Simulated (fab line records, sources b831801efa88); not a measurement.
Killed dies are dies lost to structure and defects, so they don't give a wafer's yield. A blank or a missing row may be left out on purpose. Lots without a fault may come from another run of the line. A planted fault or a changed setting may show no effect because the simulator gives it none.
One fault seen from 2 desks | flow gf180mcu | each desk has only its own numbers; what lay behind them comes last

THE TOOL OWNER'S DESK: implanter-02
The tool's own readings at GF_PSD_IMPLANT_09: means of the sampled wafers that have a number, for each lot that ran on this tool. A lot is out of limits, marked OUT, if its mean lies more than 4 standard deviations from the usual mean; the brackets give that distance.
Columns: A = beam_energy_keV at GF_PSD_IMPLANT_09, usual 40.002
lot  | first seen here | A
L795 | day 16 08:24    | 40.891 (+68) OUT
L796 | day 16 19:09    | 40.915 (+70) OUT
L803 | day 19 11:17    | 40.001
L804 | day 19 16:53    | 39.995
L810 | day 21 17:20    | 40.018
This desk's finding: out of limits on L795, L796; first on L795, day 16 08:24 (beam_energy_keV at GF_PSD_IMPLANT_09). In limits: L803, L804, L810.

THE METROLOGY DESK
What the gauges read, lot by lot, whatever tool the lot ran on: means of the sampled wafers that have a number. A lot is out of limits, marked OUT, if its mean lies more than 4 standard deviations from the usual mean; the brackets give that distance.
Columns: A = VT_IMPLANT_03_OVL at GF_VT_IMPLANT_OVL_MEAS_40, usual 0.1 nm; B = PSD_RS at GF_PSD_RS_MEAS_15, usual 108.56 ohm/sq
lot  | first seen here | A    | B
L790 | day 7 19:28     | 2.0  | 108.59
L795 | day 9 05:12     | -0.0 | 107.26 (-4.6) OUT
L796 | day 9 12:32     | -0.1 | 107.13 (-5.1) OUT
L797 | day 9 17:15     | -1.7 | 108.47
L803 | day 11 14:06    | 0.6  | 108.73
L804 | day 11 21:40    | -0.3 | 108.92
L805 | day 12 04:09    | -0.6 | 108.26
L807 | day 12 19:55    | 0.8  | 108.41
L810 | day 13 13:41    | 1.0  | 108.07
L811 | day 13 21:26    | 0.6  | 108.28
L812 | day 14 04:17    | 3.2  | 108.73
This desk's finding: out of limits on L795, L796; first on L795, day 16 08:58 (PSD_RS at GF_PSD_RS_MEAS_15). In limits: L790, L797, L803, L804, L805, L807, L810, L811, L812.

PUT TOGETHER
The tool owner's desk could have raised an alarm at day 16 08:24, on L795, L796.
The metrology desk could have raised an alarm at day 16 08:58, on L795, L796.
Of the lots named, all ran GF_PSD_IMPLANT_09 on implanter-02.

WHAT THE SIMULATOR HAD PUT IN
Process parameter drift: implanter-02, from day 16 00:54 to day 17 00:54, at GF_PSD_IMPLANT_09. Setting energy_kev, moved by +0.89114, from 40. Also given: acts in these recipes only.
Lots struck among those shown: L795, L796.
Hours from the fault's start to each desk's first reading out of limits: the tool owner's desk, 8; the metrology desk, 8.
